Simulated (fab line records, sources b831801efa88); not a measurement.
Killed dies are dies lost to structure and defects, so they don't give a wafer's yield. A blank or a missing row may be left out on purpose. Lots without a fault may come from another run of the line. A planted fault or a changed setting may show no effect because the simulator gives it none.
Which tool did it? | flow sky130 | 24 lots, 72 wafers sampled, at 4 steps of a route of 708

WHAT THE GAUGES READ, wafer by wafer
SKY_CONTACT_THK_MEAS_03. Usual: CONTACT_HDPCVD_THK 565 nm, standard deviation 6.2.
lot  | measured     | on            | CONTACT_HDPCVD_THK (nm) | flag
L074 | day 30 01:04 | film_metro-03 | 561 562 558             |
L075 | day 30 11:22 | film_metro-02 | 561 553 556             |
L076 | day 31 20:08 | film_metro-02 | 559 562 568             |
L078 | day 31 22:01 | film_metro-01 | 569 567 571             |
L077 | day 31 22:41 | film_metro-03 | 563 556 558             |
L079 | day 32 00:32 | film_metro-03 | 556 562 558             |
L080 | day 32 08:23 | film_metro-01 | 562 558 562             |
L081 | day 33 05:10 | film_metro-01 | 559 566 560             |
L082 | day 33 06:02 | film_metro-02 | 567 566 576             |
L083 | day 33 09:20 | film_metro-03 | 566 568 568             |
L084 | day 33 14:51 | film_metro-01 | 564 563 566             |
L085 | day 33 22:56 | film_metro-03 | 569 562 566             |
L086 | day 34 03:39 | film_metro-01 | 565 563 557             |
L087 | day 34 17:14 | film_metro-02 | 568 565 564             |
L088 | day 35 01:37 | film_metro-01 | 574 567 577             |
L089 | day 35 08:59 | film_metro-02 | 568 569 563             |
L090 | day 35 17:00 | film_metro-03 | 582 581 581             |
L091 | day 36 01:38 | film_metro-01 | 570 573 569             |
L092 | day 36 03:11 | film_metro-01 | 567 572 573             |
L093 | day 36 21:23 | film_metro-03 | 566 566 567             |
L094 | day 36 22:42 | film_metro-03 | 567 563 569             |
L095 | day 37 05:47 | film_metro-01 | 560 570 568             |
L097 | day 38 17:43 | film_metro-03 | 560 560 568             |
L096 | day 38 20:09 | film_metro-02 | 562 564 570             |

SKY_METAL2_THK_MEAS_06: measures by xrf. Usual: METAL2_ALCU_THK 245.3 nm, standard deviation 2.8.
lot  | measured     | on            | METAL2_ALCU_THK (nm) | flag
L074 | day 33 16:03 | film_metro-01 | 246.0 248.6 247.2    |
L075 | day 34 01:12 | film_metro-03 | 242.0 243.9 240.5    |
L076 | day 35 09:19 | film_metro-03 | 243.8 244.5 246.9    |
L078 | day 35 10:47 | film_metro-03 | 245.7 248.0 250.4    |
L077 | day 35 12:40 | film_metro-03 | 243.1 242.8 240.1    |
L079 | day 35 13:37 | film_metro-01 | 242.8 241.9 243.0    |
L080 | day 35 21:33 | film_metro-01 | 244.8 240.2 240.9    |
L081 | day 36 17:37 | film_metro-04 | 249.6 247.0 247.2    |
L082 | day 36 18:25 | film_metro-03 | 244.5 248.6 247.0    |
L083 | day 36 21:33 | film_metro-04 | 246.7 245.1 247.0    |
L084 | day 37 02:11 | film_metro-01 | 244.4 245.6 244.2    |
L085 | day 37 13:08 | film_metro-03 | 245.4 245.4 243.3    |
L086 | day 37 15:25 | film_metro-03 | 243.2 242.7 246.3    |
L087 | day 38 05:27 | film_metro-03 | 241.7 240.2 240.2    |
L088 | day 38 13:32 | film_metro-03 | 249.7 250.1 249.7    |
L089 | day 38 20:31 | film_metro-04 | 248.9 247.2 251.3    |
L090 | day 39 03:17 | film_metro-03 | 244.3 245.5 242.8    |
L091 | day 39 11:54 | film_metro-04 | 246.5 244.9 245.6    |
L092 | day 39 13:05 | film_metro-01 | 245.4 244.0 245.3    |
L093 | day 40 05:59 | film_metro-04 | 250.7 250.5 250.6    |
L094 | day 40 08:53 | film_metro-03 | 240.9 242.7 244.1    |
L095 | day 40 14:53 | film_metro-03 | 244.7 245.4 247.0    |
L097 | day 42 00:11 | film_metro-03 | 241.2 243.8 248.0    |
L096 | day 42 02:44 | film_metro-03 | 246.8 245.8 242.1    |

SKY_CAPM_THK_MEAS_01. Usual: CAPM_CVD_00_THK 15.56 nm, standard deviation 0.22.
lot  | measured     | on            | CAPM_CVD_00_THK (nm) | flag
L074 | day 35 23:30 | film_metro-04 | 15.49 15.32 15.37    |
L075 | day 36 09:14 | film_metro-02 | 15.20 15.70 15.44    |
L076 | day 37 16:35 | film_metro-03 | 15.50 15.37 15.89    |
L078 | day 37 18:17 | film_metro-03 | 15.80 15.60 15.68    |
L077 | day 37 20:02 | film_metro-02 | 15.62 15.52 15.66    |
L079 | day 37 21:11 | film_metro-03 | 15.70 15.56 15.66    |
L080 | day 38 04:59 | film_metro-03 | 15.40 15.42 15.80    |
L081 | day 39 00:13 | film_metro-03 | 15.49 15.57 15.65    |
L082 | day 39 00:23 | film_metro-02 | 15.73 15.79 15.94    |
L083 | day 39 03:47 | film_metro-03 | 15.64 15.56 15.87    |
L084 | day 39 09:46 | film_metro-02 | 15.58 15.31 15.80    |
L085 | day 39 19:49 | film_metro-02 | 15.58 15.31 15.94    |
L086 | day 39 21:43 | film_metro-03 | 15.38 15.54 15.56    |
L087 | day 40 10:28 | film_metro-02 | 15.07 15.86 15.51    |
L088 | day 40 18:11 | film_metro-04 | 15.39 15.71 15.29    |
L089 | day 41 00:43 | film_metro-02 | 15.21 15.72 15.52    |
L090 | day 41 07:38 | film_metro-02 | 15.77 15.67 15.70    |
L091 | day 41 15:44 | film_metro-03 | 15.27 15.33 15.50    |
L092 | day 41 16:24 | film_metro-02 | 15.54 15.79 15.82    |
L093 | day 42 10:20 | film_metro-03 | 15.19 15.43 15.76    |
L094 | day 42 11:52 | film_metro-02 | 15.55 15.60 15.65    |
L095 | day 42 16:48 | film_metro-04 | 15.53 15.46 15.74    |
L097 | day 44 00:59 | film_metro-02 | 15.37 15.69 15.65    |
L096 | day 44 04:29 | film_metro-04 | 15.82 15.86 15.78    |

WHICH TOOL RAN EACH LOT (tool, then ch and the chambers of the sampled wafers, then the start)
lot  | SKY_CONTACT_CMP_27
L074 | cmp-02 ch 1,2,3, day 31 06:27
L075 | cmp-01 ch 2,3, day 31 16:22
L076 | cmp-01 ch 0,1,3, day 33 02:01
L078 | cmp-01 ch 0,1,3, day 33 02:56
L077 | cmp-02 ch 0,2,3, day 33 04:04
L079 | cmp-01 ch 1,2, day 33 05:20
L080 | cmp-02 ch 0,2,3, day 33 12:45
L081 | cmp-02 ch 1,3, day 34 08:42
L082 | cmp-02 ch 2,3, day 34 10:06
L083 | cmp-02 ch 2,3, day 34 13:35
L084 | cmp-02 ch 0,2,3, day 34 17:48
L085 | cmp-01 ch 0,1,2, day 35 04:50
L086 | cmp-01 ch 2,3, day 35 06:52
L087 | cmp-01 ch 0,1, day 35 21:17
L088 | cmp-02 ch 0,1,2, day 36 05:31
L089 | cmp-01 ch 1,2, day 36 12:57
L090 | cmp-01 ch 1,2,3, day 36 20:41
L091 | cmp-02 ch 1,2,3, day 37 05:06
L092 | cmp-02 ch 0,1, day 37 06:49
L093 | cmp-01 ch 0,3, day 38 00:58
L094 | cmp-01 ch 0,1,3, day 38 02:37
L095 | cmp-02 ch 1,2, day 38 09:08
L097 | cmp-01 ch 0,2,3, day 39 20:37
L096 | cmp-01 ch 0,3, day 39 22:40
- SKY_CONTACT_CMP_27: polishes, stops on SiO2, t overpolish 15 s, target thk 0 nm.

WHAT THE TOOLS THEMSELVES READ (means of the sampled wafers that have a number; where no wafer has one, the mark that the record gives instead)
SKY_CONTACT_CMP_27. Usual: motor_current_A 11.5 A, standard deviation 1; overpolish_run_s 14.999 s, standard deviation 0.0091; time_to_endpoint_s 81 s, standard deviation 3.
lot  | tool   | motor_current_A (A) | overpolish_run_s (s) | time_to_endpoint_s (s) | flag
L074 | cmp-02 | 11.7                | 15.007               | 84                     |
L075 | cmp-01 | 11.1                | 15.004               | 82                     |
L076 | cmp-01 | 11.5                | 15.008               | 80                     |
L078 | cmp-01 | 11.3                | 14.997               | 80                     |
L077 | cmp-02 | 11.7                | 14.995               | 86                     |
L079 | cmp-01 | 12.1                | 15.011               | 81                     |
L080 | cmp-02 | 12.1                | 14.987               | 80                     |
L081 | cmp-02 | 10.9                | 14.993               | 84                     |
L082 | cmp-02 | 12.1                | 15.002               | 80                     |
L083 | cmp-02 | 12.2                | 14.986               | 77                     |
L084 | cmp-02 | 11.7                | 14.996               | 85                     |
L085 | cmp-01 | 12.0                | 14.991               | 79                     |
L086 | cmp-01 | 11.1                | 15.001               | 76                     |
L087 | cmp-01 | 12.2                | 14.994               | 78                     |
L088 | cmp-02 | 10.8                | 14.994               | 82                     |
L089 | cmp-01 | 12.4                | 14.994               | 81                     |
L090 | cmp-01 | 11.9                | 15.008               | 80                     |
L091 | cmp-02 | 11.1                | 15.003               | 84                     |
L092 | cmp-02 | 10.3                | 14.998               | 81                     |
L093 | cmp-01 | 10.5                | 14.997               | 77                     |
L094 | cmp-01 | 11.3                | 14.993               | 79                     |
L095 | cmp-02 | 11.2                | 14.993               | 86                     |
L097 | cmp-01 | 11.2                | 14.996               | 82                     |
L096 | cmp-01 | 10.5                | 14.994               | 81                     |

THE ANSWER, worked out from the rows above alone
Rule: a lot is off if the mean of its wafers that have a number lies more than 3 standard deviations from the usual mean. A lot without any number at a reading at which 4 lots or more have one is off too. The other lots that the step has rows for count as sound. The gauges are gone through in route order, then the tools' own readings, and for those a lot's mean is taken as printed above. The first step at which some lot is off is used, and at that step the reading that is off furthest; a lot without a number counts as furthest.
No lot is off at any reading shown: from this, nothing can be told.

WHAT THE SIMULATOR HAD PUT IN
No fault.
